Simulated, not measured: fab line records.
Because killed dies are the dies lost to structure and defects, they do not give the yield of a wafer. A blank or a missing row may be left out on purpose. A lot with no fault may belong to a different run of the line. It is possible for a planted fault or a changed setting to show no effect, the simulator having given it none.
A sampling plan put to the test	flow gf180mcu	58 faults told of in these records, all on one fab line, each judged by the records of the lots it struck
What counts as the plan is the set of the line's own looks, namely the steps on the route at which a gauge or an inspection reads a wafer and does not change it. Where struck wafers have a number at a look and the file lists that look's usual mean and standard deviation on fault-free wafers, the look can be judged. Caught: at a look after the fault's first step, the mean of the struck wafers lies 4 or more of those standard deviations (sigma) from the usual mean. On the tool: here the same test is run on the tool's own readings at the fault's steps. Caught also covers a different recipe on the struck wafers, or a record left blank for those wafers only.

## THE FAULTS, as the simulator had put them in
1. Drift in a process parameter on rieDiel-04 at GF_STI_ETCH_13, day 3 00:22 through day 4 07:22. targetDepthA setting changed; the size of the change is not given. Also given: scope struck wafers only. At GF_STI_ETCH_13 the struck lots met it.
2. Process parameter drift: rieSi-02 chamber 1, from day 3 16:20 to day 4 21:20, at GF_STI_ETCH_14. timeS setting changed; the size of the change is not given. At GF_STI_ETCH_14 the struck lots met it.
3. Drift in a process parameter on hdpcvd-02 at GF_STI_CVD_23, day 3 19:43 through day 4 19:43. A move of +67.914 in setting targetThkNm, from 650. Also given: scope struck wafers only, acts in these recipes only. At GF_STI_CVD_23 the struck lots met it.
4. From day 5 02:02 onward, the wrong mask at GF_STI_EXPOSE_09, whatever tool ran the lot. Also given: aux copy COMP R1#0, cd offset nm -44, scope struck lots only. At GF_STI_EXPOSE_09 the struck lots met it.
5. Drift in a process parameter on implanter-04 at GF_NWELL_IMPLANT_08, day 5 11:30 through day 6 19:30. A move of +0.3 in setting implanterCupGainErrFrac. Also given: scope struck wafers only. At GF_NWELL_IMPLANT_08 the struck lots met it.
6. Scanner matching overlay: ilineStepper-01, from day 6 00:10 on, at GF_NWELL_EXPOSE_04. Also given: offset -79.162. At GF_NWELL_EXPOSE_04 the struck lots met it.
7. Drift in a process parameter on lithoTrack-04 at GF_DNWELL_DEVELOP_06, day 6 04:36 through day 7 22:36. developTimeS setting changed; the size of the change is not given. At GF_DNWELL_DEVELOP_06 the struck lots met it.
8. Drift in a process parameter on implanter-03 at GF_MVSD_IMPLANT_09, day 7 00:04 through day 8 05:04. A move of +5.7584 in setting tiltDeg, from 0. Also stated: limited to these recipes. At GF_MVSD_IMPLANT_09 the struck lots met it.
9. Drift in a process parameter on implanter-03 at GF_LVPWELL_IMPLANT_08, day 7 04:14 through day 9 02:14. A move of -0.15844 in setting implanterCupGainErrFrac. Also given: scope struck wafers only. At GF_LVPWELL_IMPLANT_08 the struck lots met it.
10. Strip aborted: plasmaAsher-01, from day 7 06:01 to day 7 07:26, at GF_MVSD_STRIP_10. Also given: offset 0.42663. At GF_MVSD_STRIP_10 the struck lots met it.
11. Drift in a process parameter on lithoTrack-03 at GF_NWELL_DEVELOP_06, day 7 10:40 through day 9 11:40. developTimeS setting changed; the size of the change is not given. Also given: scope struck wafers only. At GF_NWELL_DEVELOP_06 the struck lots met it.
12. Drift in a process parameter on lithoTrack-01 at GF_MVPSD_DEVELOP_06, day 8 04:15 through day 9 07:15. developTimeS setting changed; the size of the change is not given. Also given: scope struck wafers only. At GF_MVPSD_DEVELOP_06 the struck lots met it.
13. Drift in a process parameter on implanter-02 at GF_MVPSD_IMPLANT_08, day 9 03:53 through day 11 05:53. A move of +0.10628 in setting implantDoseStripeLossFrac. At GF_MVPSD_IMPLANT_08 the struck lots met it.
14. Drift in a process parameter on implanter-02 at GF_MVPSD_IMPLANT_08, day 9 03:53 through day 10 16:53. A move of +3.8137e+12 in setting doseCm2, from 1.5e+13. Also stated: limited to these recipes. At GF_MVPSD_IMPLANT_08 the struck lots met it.
15. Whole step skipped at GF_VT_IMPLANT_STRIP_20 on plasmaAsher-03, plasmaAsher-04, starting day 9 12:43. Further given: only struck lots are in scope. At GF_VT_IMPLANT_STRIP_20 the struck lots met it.
16. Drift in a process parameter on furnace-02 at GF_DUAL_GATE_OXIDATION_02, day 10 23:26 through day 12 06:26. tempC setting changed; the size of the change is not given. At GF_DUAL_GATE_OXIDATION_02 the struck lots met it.
17. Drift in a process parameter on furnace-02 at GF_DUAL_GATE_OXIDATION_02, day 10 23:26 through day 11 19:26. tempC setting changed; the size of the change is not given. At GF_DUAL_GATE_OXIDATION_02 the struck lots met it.
18. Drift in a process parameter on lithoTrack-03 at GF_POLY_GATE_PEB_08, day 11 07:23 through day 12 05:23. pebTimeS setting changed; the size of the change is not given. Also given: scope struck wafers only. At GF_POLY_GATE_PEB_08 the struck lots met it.
19. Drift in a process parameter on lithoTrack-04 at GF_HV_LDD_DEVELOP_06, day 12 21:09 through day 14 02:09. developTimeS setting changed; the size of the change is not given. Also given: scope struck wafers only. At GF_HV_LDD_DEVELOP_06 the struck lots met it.
20. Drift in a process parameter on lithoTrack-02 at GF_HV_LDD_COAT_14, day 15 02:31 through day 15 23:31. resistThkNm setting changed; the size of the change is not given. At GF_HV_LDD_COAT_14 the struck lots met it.
21. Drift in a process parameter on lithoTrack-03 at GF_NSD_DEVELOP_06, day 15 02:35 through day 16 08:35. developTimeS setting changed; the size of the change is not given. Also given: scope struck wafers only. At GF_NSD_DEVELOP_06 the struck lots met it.
22. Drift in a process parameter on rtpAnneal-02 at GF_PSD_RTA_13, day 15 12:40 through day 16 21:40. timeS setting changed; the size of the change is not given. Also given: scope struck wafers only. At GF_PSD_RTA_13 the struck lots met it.
23. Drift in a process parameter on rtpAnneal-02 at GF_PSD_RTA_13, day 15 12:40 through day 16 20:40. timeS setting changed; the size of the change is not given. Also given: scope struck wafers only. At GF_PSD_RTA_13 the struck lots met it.
24. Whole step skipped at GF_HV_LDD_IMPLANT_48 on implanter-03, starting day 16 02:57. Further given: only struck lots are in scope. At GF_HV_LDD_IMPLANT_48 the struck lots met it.
25. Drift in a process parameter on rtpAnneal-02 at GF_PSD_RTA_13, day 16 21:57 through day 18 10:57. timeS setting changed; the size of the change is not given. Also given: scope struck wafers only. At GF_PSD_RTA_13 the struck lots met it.
26. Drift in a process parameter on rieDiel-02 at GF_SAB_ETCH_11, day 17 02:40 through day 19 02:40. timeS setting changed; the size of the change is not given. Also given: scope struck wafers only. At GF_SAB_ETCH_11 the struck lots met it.
27. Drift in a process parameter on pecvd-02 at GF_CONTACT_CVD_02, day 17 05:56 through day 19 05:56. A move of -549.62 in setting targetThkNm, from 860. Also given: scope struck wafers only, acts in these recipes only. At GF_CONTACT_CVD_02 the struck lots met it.
28. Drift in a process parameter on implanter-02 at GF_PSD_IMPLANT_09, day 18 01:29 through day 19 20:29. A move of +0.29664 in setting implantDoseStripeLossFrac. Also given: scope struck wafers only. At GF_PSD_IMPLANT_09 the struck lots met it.
29. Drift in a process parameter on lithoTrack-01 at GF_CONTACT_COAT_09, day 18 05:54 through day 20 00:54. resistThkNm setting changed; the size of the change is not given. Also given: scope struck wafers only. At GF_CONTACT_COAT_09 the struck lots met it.
30. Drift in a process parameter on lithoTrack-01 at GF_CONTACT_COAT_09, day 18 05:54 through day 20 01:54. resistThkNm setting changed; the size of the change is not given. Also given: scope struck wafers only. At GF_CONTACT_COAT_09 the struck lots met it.
31. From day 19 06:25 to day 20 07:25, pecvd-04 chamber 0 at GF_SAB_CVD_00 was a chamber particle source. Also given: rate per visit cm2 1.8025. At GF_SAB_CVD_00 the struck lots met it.
32. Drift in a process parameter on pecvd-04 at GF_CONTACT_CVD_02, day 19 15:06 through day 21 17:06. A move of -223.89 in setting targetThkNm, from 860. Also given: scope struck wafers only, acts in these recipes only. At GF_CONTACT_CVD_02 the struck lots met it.
33. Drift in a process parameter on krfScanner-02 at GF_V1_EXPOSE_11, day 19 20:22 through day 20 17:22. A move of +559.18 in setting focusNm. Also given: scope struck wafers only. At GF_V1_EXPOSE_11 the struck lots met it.
34. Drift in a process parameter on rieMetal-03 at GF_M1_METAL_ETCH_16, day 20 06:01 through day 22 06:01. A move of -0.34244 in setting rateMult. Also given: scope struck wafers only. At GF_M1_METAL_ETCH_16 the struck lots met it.
35. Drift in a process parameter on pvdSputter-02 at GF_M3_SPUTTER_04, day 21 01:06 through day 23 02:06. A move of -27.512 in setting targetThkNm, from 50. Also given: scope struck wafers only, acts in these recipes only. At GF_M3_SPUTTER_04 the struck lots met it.
36. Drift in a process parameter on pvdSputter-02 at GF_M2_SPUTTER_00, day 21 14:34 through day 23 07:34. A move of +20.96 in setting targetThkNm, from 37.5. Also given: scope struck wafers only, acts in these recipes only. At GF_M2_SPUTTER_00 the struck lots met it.
37. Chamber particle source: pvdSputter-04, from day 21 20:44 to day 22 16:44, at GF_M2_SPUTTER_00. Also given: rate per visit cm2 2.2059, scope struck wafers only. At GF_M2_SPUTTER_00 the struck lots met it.
38. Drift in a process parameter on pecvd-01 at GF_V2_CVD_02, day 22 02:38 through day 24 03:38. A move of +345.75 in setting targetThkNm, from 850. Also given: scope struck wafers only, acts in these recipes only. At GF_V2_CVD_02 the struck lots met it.
39. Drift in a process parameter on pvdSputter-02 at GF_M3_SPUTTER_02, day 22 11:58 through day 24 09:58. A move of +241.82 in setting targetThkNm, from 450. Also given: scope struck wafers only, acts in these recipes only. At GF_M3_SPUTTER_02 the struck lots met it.
40. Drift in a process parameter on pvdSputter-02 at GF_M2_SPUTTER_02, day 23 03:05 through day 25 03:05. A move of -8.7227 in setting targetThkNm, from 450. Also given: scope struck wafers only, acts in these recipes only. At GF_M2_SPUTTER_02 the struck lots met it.
41. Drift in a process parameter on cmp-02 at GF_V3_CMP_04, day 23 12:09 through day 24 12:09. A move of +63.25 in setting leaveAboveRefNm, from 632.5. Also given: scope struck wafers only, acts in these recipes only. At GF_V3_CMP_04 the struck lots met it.
42. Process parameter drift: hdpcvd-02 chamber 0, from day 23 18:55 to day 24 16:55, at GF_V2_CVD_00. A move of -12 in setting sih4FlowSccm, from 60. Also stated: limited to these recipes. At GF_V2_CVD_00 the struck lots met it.
43. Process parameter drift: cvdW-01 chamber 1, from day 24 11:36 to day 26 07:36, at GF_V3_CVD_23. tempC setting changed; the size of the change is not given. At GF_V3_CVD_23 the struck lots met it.
44. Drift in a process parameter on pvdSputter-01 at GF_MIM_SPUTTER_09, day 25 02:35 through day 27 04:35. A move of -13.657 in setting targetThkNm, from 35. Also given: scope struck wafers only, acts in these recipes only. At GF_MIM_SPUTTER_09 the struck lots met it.
45. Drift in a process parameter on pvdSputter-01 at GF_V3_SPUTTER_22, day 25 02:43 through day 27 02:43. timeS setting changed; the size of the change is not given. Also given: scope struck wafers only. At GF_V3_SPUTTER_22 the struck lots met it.
46. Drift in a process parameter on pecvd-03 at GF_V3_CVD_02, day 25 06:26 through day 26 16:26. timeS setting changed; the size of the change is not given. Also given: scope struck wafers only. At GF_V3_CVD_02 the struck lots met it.
47. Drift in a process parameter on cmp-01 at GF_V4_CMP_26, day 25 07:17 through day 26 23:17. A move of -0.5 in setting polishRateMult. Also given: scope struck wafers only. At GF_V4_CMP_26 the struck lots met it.
48. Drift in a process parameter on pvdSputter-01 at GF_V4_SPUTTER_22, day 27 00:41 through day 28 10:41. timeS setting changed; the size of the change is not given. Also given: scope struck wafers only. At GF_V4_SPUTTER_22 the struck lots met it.
49. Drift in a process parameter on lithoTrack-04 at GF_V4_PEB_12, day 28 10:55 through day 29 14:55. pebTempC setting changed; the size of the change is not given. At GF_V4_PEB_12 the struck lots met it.
50. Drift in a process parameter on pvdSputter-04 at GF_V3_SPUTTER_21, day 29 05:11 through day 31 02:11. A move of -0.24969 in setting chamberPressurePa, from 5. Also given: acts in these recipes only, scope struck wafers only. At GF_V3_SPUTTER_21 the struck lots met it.
51. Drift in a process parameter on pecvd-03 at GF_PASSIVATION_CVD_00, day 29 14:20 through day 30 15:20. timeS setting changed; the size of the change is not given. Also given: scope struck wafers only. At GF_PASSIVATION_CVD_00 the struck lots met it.
52. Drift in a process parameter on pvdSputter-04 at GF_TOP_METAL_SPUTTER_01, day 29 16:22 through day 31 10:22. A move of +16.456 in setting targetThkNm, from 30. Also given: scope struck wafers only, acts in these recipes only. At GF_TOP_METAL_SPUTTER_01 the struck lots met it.
53. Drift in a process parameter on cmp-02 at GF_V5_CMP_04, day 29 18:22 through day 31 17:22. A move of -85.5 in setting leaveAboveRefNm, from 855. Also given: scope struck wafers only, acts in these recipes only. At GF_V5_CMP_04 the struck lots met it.
54. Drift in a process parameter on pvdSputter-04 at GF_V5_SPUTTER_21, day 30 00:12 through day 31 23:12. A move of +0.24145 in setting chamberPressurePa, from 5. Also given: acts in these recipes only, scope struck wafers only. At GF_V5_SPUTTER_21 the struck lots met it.
55. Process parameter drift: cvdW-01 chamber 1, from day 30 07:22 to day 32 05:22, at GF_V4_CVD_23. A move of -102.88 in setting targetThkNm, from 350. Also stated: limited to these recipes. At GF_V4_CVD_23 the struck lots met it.
56. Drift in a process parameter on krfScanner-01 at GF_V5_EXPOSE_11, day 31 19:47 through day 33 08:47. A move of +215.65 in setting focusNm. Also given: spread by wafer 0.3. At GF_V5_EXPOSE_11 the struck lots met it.
57. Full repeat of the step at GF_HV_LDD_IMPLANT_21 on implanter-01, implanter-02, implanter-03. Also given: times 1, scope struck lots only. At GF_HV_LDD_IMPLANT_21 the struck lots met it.
58. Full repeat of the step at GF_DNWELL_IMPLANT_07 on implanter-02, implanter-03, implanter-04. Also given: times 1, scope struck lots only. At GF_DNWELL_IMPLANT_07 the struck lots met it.

## WHAT THE PLAN SAW
fault	on the tool itself	first look that catches it	reading, sigma	median hours from its first step to that look	hours from the fault's start to the first struck lot there	judged looks passed uncaught
1	only faintly: oesProductAu -3.8 sigma	no look after it can be judged	-	-	-	0
2	runLengthS -57 sigma	not the one look that can be judged after it	-	-	-	1
3	no reading that can be judged	GF_STI_THK_MEAS_24	STI_CVD_23_THK +7.8	0.1	4	0
4	no reading that can be judged	GF_STI_CD_MEAS_12	cdNm -33	7.2	10	0
5	faradayCurrentUA +15 sigma	GF_NWELL_TW_MEAS_11	NWELL_TW -9.4	0.4	11	0
6	under 2 sigma	GF_NWELL_OVL_MEAS_07	NWELL_OVL -56	7.0	15	0
7	under 2 sigma	none of the 5 looks that can be judged after it	-	-	-	5
8	tiltDeg +99 or beyond sigma	not the one look that can be judged after it	strongest: MVSD_TW at GF_MVSD_TW_MEAS_11, +2.6	-	-	1
9	beamOnS +10 sigma	GF_LVPWELL_TW_MEAS_11	LVPWELL_TW +6.3	0.4	3	0
10	oesProductAu +52 sigma	GF_MVPSD_TW_MEAS_11	MVPSD_TW -8.6	16.2	18	0
11	no reading that can be judged	GF_NWELL_TW_MEAS_11	NWELL_TW -99 or beyond	0.6	20	0
12	under 2 sigma	GF_MVPSD_TW_MEAS_11	MVPSD_TW -99 or beyond	1.3	22	0
13	no reading that can be judged	none of the 2 looks that can be judged after it	strongest: MVPSD_RS at GF_VT_IMPLANT_RS_MEAS_49, +3.1	-	-	2
14	doseIonsCm2 +99 or beyond sigma	GF_MVPSD_TW_MEAS_11	MVPSD_TW +8.7	0.4	2	0
15	the tool's record is blank for the struck wafers	GF_VT_IMPLANT_TW_MEAS_32	VT_IMPLANT_3_TW -99 or beyond	18.4	21	0
16	tubeCenterTempC -61 sigma	GF_DUAL_GATE_THK_MEAS_03	DUAL_GATE_OXIDATION_00_THK -4.0	1.5	7	0
17	tubeCenterTempC +67 sigma	none of the 2 looks that can be judged after it	strongest: DUAL_GATE_OXIDATION_00_THK at GF_DUAL_GATE_THK_MEAS_03, +2.5	-	-	2
18	heaterPowerTotalW +99 or beyond sigma	GF_POLY_GATE_CD_MEAS_10	cdNm +8.1	0.3	7	0
19	no reading that can be judged	GF_HV_LDD_CD_MEAS_07	cdNm -6.3	0.1	11	0
20	no reading that can be judged	none of the 2 looks that can be judged after it	-	-	-	2
21	no reading that can be judged	GF_NSD_CD_MEAS_07	cdNm -12	0.1	17	0
22	runLengthS -8.2 sigma	GF_PSD_RS_MEAS_14	NSD_RS +5.2	0.1	5	0
23	runLengthS +99 or beyond sigma	GF_PSD_RS_MEAS_14	NSD_RS -52	0.1	5	0
24	the tool's record is blank for the struck wafers	GF_HV_LDD_TW_MEAS_50	HV_LDD_4_TW -99 or beyond	0.2	3	0
25	runLengthS +30 sigma	GF_PSD_RS_MEAS_14	NSD_RS -14	0.1	3	0
26	under 2 sigma	no look after it can be judged	-	-	-	0
27	under 2 sigma	GF_CONTACT_THK_MEAS_03	CONTACT_CVD_02_THK -42	0.1	13	0
28	no reading that can be judged	none of the 2 looks that can be judged after it	strongest: PSD_RS at GF_PSD_RS_MEAS_15, +3.8	-	-	2
29	under 2 sigma	no look after it can be judged	-	-	-	0
30	under 2 sigma	not the one look that can be judged after it	strongest: cdNm at GF_CONTACT_CD_MEAS_14, -3.9	-	-	1
31	under 2 sigma	not the one look that can be judged after it	-	-	-	1
32	under 2 sigma	GF_CONTACT_THK_MEAS_03	CONTACT_CVD_02_THK -17	0.1	5	0
33	no reading that can be judged	GF_V1_CD_MEAS_14	cdNm +13	11.7	24	0
34	oesProductAu -34 sigma	no look after it can be judged	-	-	-	0
35	under 2 sigma	none of the 7 looks that can be judged after it	strongest: M3_ALCU_THK at GF_M3_THK_MEAS_06, +2.5	-	-	7
36	under 2 sigma	not the one look that can be judged after it	-	-	-	1
37	under 2 sigma	not the one look that can be judged after it	-	-	-	1
38	under 2 sigma	GF_V2_THK_MEAS_03	V2_CVD_02_THK +32	0.1	44	0
39	under 2 sigma	GF_M3_RS_MEAS_05	M3_ALCU_RS -28	0.1	12	0
40	under 2 sigma	no look after it can be judged	-	-	-	0
41	only faintly: timeToEndpointS -2.9 sigma	no look after it can be judged	-	-	-	0
42	sih4FlowSccm -71 sigma	GF_V2_THK_MEAS_01	V2_CVD_00_THK -15	0.1	4	0
43	susceptorTempC +58 sigma	GF_V3_RS_MEAS_24	V3_W_RS -16	0.1	11	0
44	under 2 sigma	not the one look that can be judged after it	-	-	-	1
45	under 2 sigma	no look after it can be judged	-	-	-	0
46	runLengthS -10 sigma	GF_V3_THK_MEAS_03	V3_CVD_02_THK -4.0	0.1	1	0
47	overpolishRunS -99 or beyond sigma	no look after it can be judged	-	-	-	0
48	under 2 sigma	no look after it can be judged	-	-	-	0
49	heaterPowerTotalW -22 sigma	GF_V4_CD_MEAS_14	cdNm -4.3	0.3	9	0
50	chamberPressurePa -23 sigma	no look after it can be judged	-	-	-	0
51	runLengthS +6.0 sigma	not the one look that can be judged after it	strongest: PASSIVATION_CVD_00_THK at GF_PASSIVATION_THK_MEAS_01, +2.8	-	-	1
52	under 2 sigma	no look after it can be judged	-	-	-	0
53	under 2 sigma	not the one look that can be judged after it	-	-	-	1
54	chamberPressurePa +24 sigma	no look after it can be judged	-	-	-	0
55	under 2 sigma	GF_V4_RS_MEAS_24	V4_W_RS +38	0.1	9	0
56	no reading that can be judged	not the one look that can be judged after it	strongest: cdNm at GF_V5_CD_MEAS_14, +3.2	-	-	1
57	under 2 sigma	GF_HV_LDD_TW_MEAS_23	HV_LDD_2_TW +30	0.6	-	0
58	no reading that can be judged	GF_DNWELL_TW_MEAS_09	DNWELL_TW +42	0.6	-	0
A dash: the fault is not caught, or the number is missing from these records.

Caught at a look: 30 of 58. Caught on the tool: 23 of 58. By one or the other: 38 of 58.
On the tool alone, faults 2, 8, 17, 34, 47, 50, 51, 54 were caught.
Caught at a look alone: faults 3, 4, 6, 11, 12, 19, 21, 27, 32, 33, 38, 39, 55, 57, 58.
Caught by neither: faults 1, 7, 13, 20, 26, 28, 29, 30, 31, 35, 36, 37, 40, 41, 44, 45, 48, 52, 53, 56.

## THINNER SAMPLING
Were the look that catches a fault to measure just every second or every third lot (counted by lot number), the first struck lot would, at worst, be measured this late:
fault	struck lots at that look, in order of time	every lot	every second lot	every third lot
3	L777, L779, L780	4 h	21 h	may miss all 3
4	L833	10 h	may miss it	may miss it
5	L381, L383, L385	11 h	may miss all 3	28 h
6	L579, L581	15 h	may miss all 2	may miss all 2
9	L570, L572, L576	3 h	may miss all 3	may miss all 3
10	L820	18 h	may miss it	may miss it
11	L302	20 h	may miss it	may miss it
12	L501, L502	22 h	26 h	may miss all 2
14	L851, L852, L853	2 h	8 h	11 h
15	L709, L710, L711	21 h	26 h	32 h
16	L693, L694	7 h	13 h	may miss all 2
18	L145, L146	7 h	10 h	may miss all 2
19	L344, L346	11 h	may miss all 2	may miss all 2
21	L934, L935, L936	17 h	23 h	28 h
22	L542, L543	5 h	27 h	may miss all 2
23	L149, L150, L151	5 h	27 h	30 h
24	L139, L140, L141	3 h	12 h	20 h
25	L268, L270, L272	3 h	may miss all 3	35 h
27	L830, L832, L834	13 h	may miss all 3	45 h
32	L172, L173, L174	5 h	13 h	20 h
33	L566, L568	24 h	may miss all 2	may miss all 2
38	L307	44 h	may miss it	may miss it
39	L836, L839	12 h	25 h	may miss all 2
42	L928, L929	4 h	11 h	may miss all 2
43	L475, L476	11 h	13 h	may miss all 2
46	L707, L709, L710	1 h	22 h	may miss all 3
49	L908, L909	9 h	16 h	may miss all 2
55	L680, L681	9 h	18 h	may miss all 2
Hours count from the start of the fault until the first struck lot that is measured. Since the struck wafers were tested as one group against 4 sigma, a single lot by itself may lie under the limit. Other struck lots may not be in these records.

## THE LONGEST TIMED WAY FROM STEP TO LOOK
Fault 15: median gap of 18.4 hours between GF_VT_IMPLANT_STRIP_20 and GF_VT_IMPLANT_TW_MEAS_32. No look between them can be judged.
